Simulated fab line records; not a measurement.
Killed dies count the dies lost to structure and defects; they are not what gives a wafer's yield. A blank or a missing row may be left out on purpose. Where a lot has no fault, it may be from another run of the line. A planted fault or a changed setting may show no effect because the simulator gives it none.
fab line records	flow sky130	part 2 of 2: steps 44 to 44 of 44
[record] lots = 6	wafers = 18	lastDay = 49
route steps=708 shown VIA2@522 METAL3@532 CAPM@537 PAD_OPEN@708
lots that met no fault: taken from a fault-free run of the same line
startH: hours from the record's opening day to when the first of the lot's shown wafers began	waitH: hours elapsed since this lot's preceding step	" as in the row above	L1.1+2: several wafers, shown together as one row	- no value, or no start was given	* or withheld: withheld	< > ~ a bound
route shown NAME@n: names a module that has steps shown in the file, with the first one's number in the route	usual: the fault-free wafers' mean and standard deviation	same: alike in all rows	chamber/n: place in a boat	sites: each site's reading	_std_site: their standard deviation	_edge_site: inner sites' mean taken away from outer sites' mean	radiusMm: how far each site lies from the wafer's centre	mask NAME#n: copy n	behind: the last tool/chamber to shape the wafer	hold: why the lot was held/for how many hours/how that ended	device: the n, p or np transistor that did not switch	end of line: at the end of the route, the tests of the same wafers	where a step has no rows: the recipe by itself	killed: at the first sort, the dies lost to defects and structure; wafer yield is something else	map: shows each die of a wafer: x if killed, . if not, _ if none is there
set.NAME: the setting that was run; set.NAME@STEP: the one run at that earlier step	model.NAME: the simulator's own value behind a step, which no gauge read
lots seen at some steps along the route; tables by step, rows by wafer
services: the hour from which a tool's chamber was out of use, counted from the record's first day as startH (under 0 if before that day), plus the number of hours and why
[[steps]]
[step SKY_PAD_OPEN_PROBE_99]
[usual] defectLimitedYield = 82.7/1.8	killed_at_M0_to_M3 = 42/7.5	killed_at_M4_up = 3.2/1.7	killedAtContacts = 24/5.1	killedAtFrontEnd = 15/4.1	killedAtOther = 0.3/0.58	killedDies = 85/8.9	killedOnRim = 17/3.9	killedOpen = 46/6.4	killedShort = 39/6	sort_bin_3_pad_short = 0.9/0.4	sort_bin_5_function = 10.1/1.6	sort_bin_6_memory = 6.3/1	sortNPass = 407/9	sortYieldPct = 82.7/1.8
[same] grossDies = 492	killedAtBackSide = 0	sort_bin_4_leakage[%] = 0	sort_bin_8_speed[%] = 0
lot.wafer	tool	chamber	startH	waitH	hold	defectLimitedYield[%]	killed_at_M0_to_M3	killed_at_M4_up	killedAtContacts	killedAtFrontEnd	killedAtOther	killedDies	killedOnRim	killedOpen	killedShort	sort_bin_3_pad_short[%]	sort_bin_5_function[%]	sort_bin_6_memory[%]	sortNPass	sortYieldPct[%]
L809.2	prober-01	-	1103.54	0.1	-	82.9	41	3	25	14	1	84	18	42	42	1.4	8.7	6.9	408	82.9
L809.3	prober-01	-	1103.59	0.2	-	84.1	37	3	20	18	0	78	15	43	35	1.2	8.7	5.9	414	84.1
L809.5	prober-01	-	1103.69	0.2	-	86.4	33	1	22	11	0	67	14	32	35	0.6	7.5	5.5	425	86.4
L811.1	prober-01	-	1113.69	0.1	-	82.5	45	1	25	13	2	86	21	47	38	1.0	9.1	7.3	406	82.5
L811.2	prober-01	-	1113.74	0.1	-	83.3	34	1	28	18	1	82	5	35	46	1.6	9.8	5.3	410	83.3
L811.4	prober-01	-	1113.84	0.2	-	83.9	34	3	23	16	3	79	17	32	46	1.0	10.0	5.1	413	83.9
L812.2	prober-02	-	1121.95	0.1	awaitDispo/1.2h/scrap	5.9	410	2	37	14	0	463	89	51	38	1.0	87.8	5.3	29	5.9
L812.5	prober-02	-	1122.10	0.2	awaitDispo/1.2h/scrap	3.7	426	2	24	22	0	474	96	50	54	1.0	89.2	6.1	18	3.7
L812.6	prober-02	-	1122.15	0.2	awaitDispo/1.2h/scrap	5.3	420	2	27	17	0	466	94	57	35	0.4	86.8	7.5	26	5.3
L813.1	prober-01	-	1130.76	0.1	awaitDispo/4.0h/scrap	0.4	438	8	26	18	0	490	95	52	42	1.2	91.1	7.3	2	0.4
L813.3	prober-01	-	1130.86	0.2	awaitDispo/4.0h/scrap	1.2	443	4	30	9	0	486	94	48	39	1.0	90.4	7.3	6	1.2
L813.4	prober-01	-	1130.91	0.2	awaitDispo/4.0h/scrap	1.0	440	5	20	22	0	487	92	49	48	1.4	91.1	6.5	5	1.0
L820.1	prober-02	-	1171.85	0.1	-	80.7	51	2	23	19	0	95	18	48	47	0.8	12.2	6.3	397	80.7
L820.2	prober-02	-	1171.90	0.1	-	79.5	52	1	32	16	0	101	26	51	50	1.2	13.4	5.9	391	79.5
L820.3	prober-02	-	1171.95	0.2	-	84.1	43	2	14	19	0	78	15	35	43	0.8	8.5	6.5	414	84.1
L826.1	prober-01	-	1184.65	0.1	-	84.1	31	4	24	18	1	78	16	35	43	0.6	10.4	4.9	414	84.1
L826.3	prober-01	-	1184.75	0.2	-	84.6	35	2	25	14	0	76	20	50	26	1.4	8.5	5.5	416	84.6
L826.6	prober-01	-	1184.90	0.2	-	83.5	32	1	28	20	0	81	20	48	33	1.0	8.7	6.7	411	83.5
// killed by level:class
L809.2 VIA1:geometricParticle:open=10 CONTACT:geometricParticle:open=7 VIA2:geometricParticle:open=7 LOCAL_INTERCONNECT:geometricParticle:short=6 VIA2:geometricParticle:short=6 FIELD_ISO:geometricParticle:short=5 VIA3:geometricParticle:open=5 LI_CONTACT:geometricParticle:short=4
L809.3 VIA1:geometricParticle:open=8 FIELD_ISO:geometricParticle:open=7 FIELD_ISO:geometricParticle:short=7 VIA2:geometricParticle:open=7 LI_CONTACT:geometricParticle:open=5 CONTACT:geometricParticle:open=5 METAL1:geometricParticle:short=5 LOCAL_INTERCONNECT:geometricParticle:short=4
L809.5 CONTACT:geometricParticle:open=8 CONTACT:geometricParticle:short=7 METAL1:geometricParticle:short=6 VIA1:geometricParticle:open=5 METAL2:geometricParticle:short=4 VIA3:geometricParticle:open=4 VIA3:geometricParticle:short=4 POLY_GATE:geometricParticle:short=3
L811.1 CONTACT:geometricParticle:open=9 METAL1:geometricParticle:short=8 VIA2:geometricParticle:open=7 VIA3:geometricParticle:open=6 VIA1:geometricParticle:open=6 LI_CONTACT:geometricParticle:short=5 LI_CONTACT:geometricParticle:open=5 METAL2:geometricParticle:short=5
L811.2 CONTACT:geometricParticle:short=11 VIA1:geometricParticle:open=8 VIA3:geometricParticle:open=7 FIELD_ISO:geometricParticle:short=6 LI_CONTACT:geometricParticle:short=6 LI_CONTACT:geometricParticle:open=6 METAL2:geometricParticle:short=5 CONTACT:geometricParticle:open=4
L811.4 LI_CONTACT:geometricParticle:open=11 METAL2:geometricParticle:short=8 VIA1:geometricParticle:short=7 VIA1:geometricParticle:open=6 LI_CONTACT:geometricParticle:short=5 POLY_GATE:geometricParticle:short=4 CONTACT:geometricParticle:short=4 FIELD_ISO:geometricParticle:short=3
L812.2 METAL3:areaEtch=374 LI_CONTACT:geometricParticle:open=11 VIA1:geometricParticle:open=11 CONTACT:geometricParticle:short=10 CONTACT:geometricParticle:open=9 METAL1:geometricParticle:short=5 VIA3:geometricParticle:open=5 FIELD_ISO:geometricParticle:open=4
L812.5 METAL3:areaEtch=370 VIA3:geometricParticle:open=11 CONTACT:geometricParticle:open=8 VIA1:geometricParticle:open=8 POLY_GATE:geometricParticle:short=7 VIA1:geometricParticle:short=7 METAL2:geometricParticle:short=7 FIELD_ISO:geometricParticle:open=6
L812.6 METAL3:areaEtch=374 VIA1:geometricParticle:open=10 LI_CONTACT:geometricParticle:open=10 VIA3:geometricParticle:open=10 FIELD_ISO:geometricParticle:short=7 VIA2:geometricParticle:open=6 FIELD_ISO:geometricParticle:open=5 CONTACT:geometricParticle:open=5
L813.1 METAL3:areaEtch=395 CONTACT:geometricParticle:open=11 VIA1:geometricParticle:open=10 LI_CONTACT:geometricParticle:open=8 FIELD_ISO:geometricParticle:short=5 CONTACT:geometricParticle:short=5 VIA2:geometricParticle:open=5 VIA3:geometricParticle:short=5
L813.3 METAL3:areaEtch=398 CONTACT:geometricParticle:open=13 LOCAL_INTERCONNECT:geometricParticle:short=8 VIA1:geometricParticle:open=8 METAL3:geometricParticle:short=7 VIA2:geometricParticle:open=7 CONTACT:geometricParticle:short=5 METAL1:geometricParticle:short=5
L813.4 METAL3:areaEtch=388 VIA1:geometricParticle:open=15 METAL2:geometricParticle:short=8 VIA3:geometricParticle:open=7 LI_CONTACT:geometricParticle:open=6 CONTACT:geometricParticle:short=5 VIA1:geometricParticle:short=5 FIELD_ISO:geometricParticle:short=4
L820.1 VIA1:geometricParticle:open=10 METAL2:geometricParticle:short=9 POLY_GATE:geometricParticle:open=8 CONTACT:geometricParticle:short=7 CONTACT:geometricParticle:open=7 VIA2:geometricParticle:open=7 POLY_GATE:geometricParticle:short=6 METAL1:geometricParticle:short=6
L820.2 VIA1:geometricParticle:open=13 METAL2:geometricParticle:short=10 LI_CONTACT:geometricParticle:open=9 CONTACT:geometricParticle:open=9 CONTACT:geometricParticle:short=8 POLY_GATE:geometricParticle:open=6 METAL1:geometricParticle:short=6 VIA2:geometricParticle:open=6
L820.3 METAL1:geometricParticle:short=9 VIA1:geometricParticle:open=8 VIA2:geometricParticle:open=6 FIELD_ISO:geometricParticle:open=5 POLY_GATE:geometricParticle:short=5 METAL2:geometricParticle:short=5 VIA3:geometricParticle:open=5 CONTACT:geometricParticle:short=4
L826.1 CONTACT:geometricParticle:open=10 METAL2:geometricParticle:short=8 LI_CONTACT:geometricParticle:open=7 FIELD_ISO:geometricParticle:short=6 FIELD_ISO:geometricParticle:open=4 VIA1:geometricParticle:open=4 LOCAL_INTERCONNECT:geometricParticle:short=4 VIA2:geometricParticle:short=4
L826.3 CONTACT:geometricParticle:open=10 VIA1:geometricParticle:open=10 LI_CONTACT:geometricParticle:open=8 VIA3:geometricParticle:open=5 FIELD_ISO:geometricParticle:short=5 METAL2:geometricParticle:short=5 VIA2:geometricParticle:open=5 FIELD_ISO:geometricParticle:open=4
L826.6 CONTACT:geometricParticle:open=17 VIA1:geometricParticle:open=9 FIELD_ISO:geometricParticle:open=7 FIELD_ISO:geometricParticle:short=6 LI_CONTACT:geometricParticle:open=5 METAL2:geometricParticle:short=5 VIA3:geometricParticle:open=4 POLY_GATE:geometricParticle:open=3
// map L812.5 (x killed, . not)
__________xxxxxxxxxx_________
________xxxxxxxxxxxxxx_______
______xxxxxxxxxxxxxxxxxx_____
_____xxxxxxxxxxxxxxxxxxxx____
____xxxxxxxxxxxxxxxxxxxxxx___
___xxxxxxxxxxxxxxxxxxxxxxxx__
__xxxxxxxxxxxxxxxxxxxxxxxxxx_
_xxxxxxxxxxxxxxxxxxxxxxxxxxxx
_xxxxxxxxxxxxxxxxxxxxxxxxxxxx
_xxxxxxxxxxxxx.x...xxxx.xxxxx
_xxxxxxxxxxxxx.x.x.xxxxxxxxxx
_xxxxxxxxxxxxxx..xx.xxxxxxxxx
_xxxxxxxxxxxxxxxxxxxxxxxx.xxx
_xxxxxxxxxxxx...x.xxxxxxxxxxx
_xxxxxxxxxxxxxxxxxxxxxxxxxxxx
__xxxxxxxxxx.xxxxxxxxxxxxxxx_
___xxxxxxxxxxxxxxxxxx.xxxxx__
____xxxxxxxxxxxxxxxxxxxxxx___
_____xxxxxxxxxxxxxxxxxxxx____
______xxxxxxxxxxxxxxxxxx_____
________xxxxxxxxxxxxxx_______
__________xxxxxxxxxx_________
// map L813.1 (x killed, . not)
__________xxxxxxxxxx_________
________xxxxxxxxxxxxxx_______
______xxxxxxxxxxxxxxxxxx_____
_____xxxxxxxxxxxxxxxxxxxx____
____xxxxxxxxxxxxxxxxxxxxxx___
___xxxxxxxxxxxxxxxxxxxxxxxx__
__xxxxxxxxxxxxxxxxxxxxxxxxxx_
_xxxxxxxxxxxxxxxxxxxxxxxxxxxx
_xxxxxxxxxxxxxxxxxxxxxxxxxxxx
_xxxxxxxxxxxxxxxxxxxxxxxxxxxx
_xxxxxxxxxxxxxxxxxxxxxxxxxxxx
_xxxxxxxxxxxxxxxxxxxxxxxxxxxx
_xxxxxxxxxxxxxxxxxxxxxxxxxxxx
_xxxxxxxxxxxxxxxxxxxxxxxxxxxx
_xxxxxxxxxxxxxxxxxxxxxxxxxxx.
__xxxxxxxxxxxxxxxxxxxxxxxxxx_
___xxxxxxxxxxxxxxxxxxxxxxxx__
____xxxxxxxxxxxxxxxxx.xxxx___
_____xxxxxxxxxxxxxxxxxxxx____
______xxxxxxxxxxxxxxxxxx_____
________xxxxxxxxxxxxxx_______
__________xxxxxxxxxx_________
[[services]]
tool	chamber	startH	hours	kind
pvdSputter-03	-	878.37	5.4	repair
pvdSputter-01	-	879.90	1.4	repair
cvdW-01	-	904.00	14.0	pm
plasmaAsher-01	-	906.84	2.8	pm
rieDiel-01	-	917.10	4.3	pm
plasmaAsher-01	-	925.67	0.8	repair
cvdW-02	-	938.36	1.0	repair
cvdW-01	-	946.31	0.5	repair
cvdW-01	-	948.87	4.1	repair
pvdSputter-03	-	949.14	14.9	repair
rieDiel-03	3	958.26	2.3	repair
rieDiel-01	3	970.43	101.3	repair
rieDiel-03	-	970.71	0.4	repair
rieDiel-01	-	983.36	0.3	repair
plasmaAsher-01	-	983.72	1.2	repair
pvdSputter-01	-	984.22	1.3	repair
rieDiel-01	1	992.21	14.2	repair
rieDiel-01	2	996.24	2.9	repair
rieDiel-02	3	996.52	7.4	repair
plasmaAsher-03	-	1001.37	4.3	pm
rieDiel-02	0	1005.39	8.9	repair
cvdW-01	1	1006.50	4.3	repair
rieDiel-01	0	1038.21	2.9	repair
rieDiel-03	1	1039.24	4.1	repair
[[key]]
[firstSign] step = SKY_METAL3_METAL_ETCH_18	reading = oesProductAu	direction = up	sigmas = 19	usual = 0.864	struck = 0.997
[effect] step = SKY_PAD_OPEN_PROBE_99	reading = killed_at_M0_to_M3	direction = up	sigmas = 52	usual = 42	struck = 430
[modelEffect] step = SKY_METAL3_SPUTTER_02	value = AlCu_of_METAL3_SPUTTER_02.thkNm	without = 745.9	struck = 1028
[moreKillsBornAt] SKY_METAL3_METAL_ETCH_18@rieMetal-02 = 1181	SKY_METAL3_METAL_ETCH_18@rieMetal-01 = 1118
metAt SKY_METAL3_SPUTTER_02
struckWafers L812.2,L812.5,L812.6,L813.1,L813.3,L813.4
laterRowsLeftOut L812.2,L812.5,L812.6,L813.1,L813.3,L813.4
onsetBetween 896.24 909.18
alsoFits SKY_VIA2_ETCH_15:rieDiel-02,SKY_METAL3_SPUTTER_00:pvdSputter-04,SKY_METAL3_SPUTTER_03:pvdSputter-04
[fault] kind = processParameterDrift	tool = pvdSputter-04	chamber = -	onsetH = 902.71	steps = SKY_METAL3_SPUTTER_02	channel = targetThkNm	offset = 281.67	shape = step	endH = 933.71	actsIn = theseRecipesOnly	stated = 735
// laterRowsLeftOut: the simulator's readings of these wafers behind a module that went badly wrong aren't trusted and aren't shown, but for the sort
